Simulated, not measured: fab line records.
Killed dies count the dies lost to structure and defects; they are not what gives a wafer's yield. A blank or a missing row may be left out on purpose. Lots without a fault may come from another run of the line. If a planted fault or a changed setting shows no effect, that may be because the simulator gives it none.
Matching of chambers / flow gf180mcu / GF_V5_CMP_26 on cmp-02: 4 sister chambers
The step polishes, stops on SiO2, t overpolish 15 s, target thk 0 nm. 4 wafers are shown with their chamber, then 7 later ones without.

## WAFERS WITH THEIR CHAMBER
wafer=L810.4; chamber=2; overpolish_run_s (s)=15.013
wafer=L817.5; chamber=1; overpolish_run_s (s)=15.001
wafer=L823.1; chamber=3; overpolish_run_s (s)=15.002
wafer=L823.3; chamber=0; overpolish_run_s (s)=14.975

## WAFERS WITHOUT THEIR CHAMBER
wafer=L823.6; overpolish_run_s (s)=14.989
wafer=L826.1; overpolish_run_s (s)=15.001
wafer=L826.3; overpolish_run_s (s)=15.000
wafer=L826.5; overpolish_run_s (s)=14.976
wafer=L827.3; overpolish_run_s (s)=15.008
wafer=L827.4; overpolish_run_s (s)=15.000
wafer=L827.5; overpolish_run_s (s)=15.006

## CHAMBER TAKEN BY EACH
wafer=L823.6; from the rows above=can't be placed: 1 or 3 or 0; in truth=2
wafer=L826.1; from the rows above=can't be placed: 1 or 3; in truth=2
wafer=L826.3; from the rows above=can't be placed: 1 or 3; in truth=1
wafer=L826.5; from the rows above=0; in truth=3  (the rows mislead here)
wafer=L827.3; from the rows above=can't be placed: 2 or 3 or 1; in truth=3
wafer=L827.4; from the rows above=can't be placed: 1 or 3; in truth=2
wafer=L827.5; from the rows above=can't be placed: 3 or 1 or 2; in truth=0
Correctly placed: 0 of 7. Not placeable from these rows: 6 (in 2, the candidates include the true chamber). Wrongly placed: 1.
How it was worked out, from the rows above alone: a wafer's distance from a chamber is the root of the sum, over the readings, of the square of ((its reading less the chamber's mean) divided by the reading's scatter). The wafer belongs to the nearest chamber; if the next one is less than 2 further off, it can't be placed. The mean given for a chamber averages the wafers shown for that chamber. The scatter: with one shown wafer a chamber, the root of the mean of the squares of how far each hidden wafer lies from its nearest shown one.
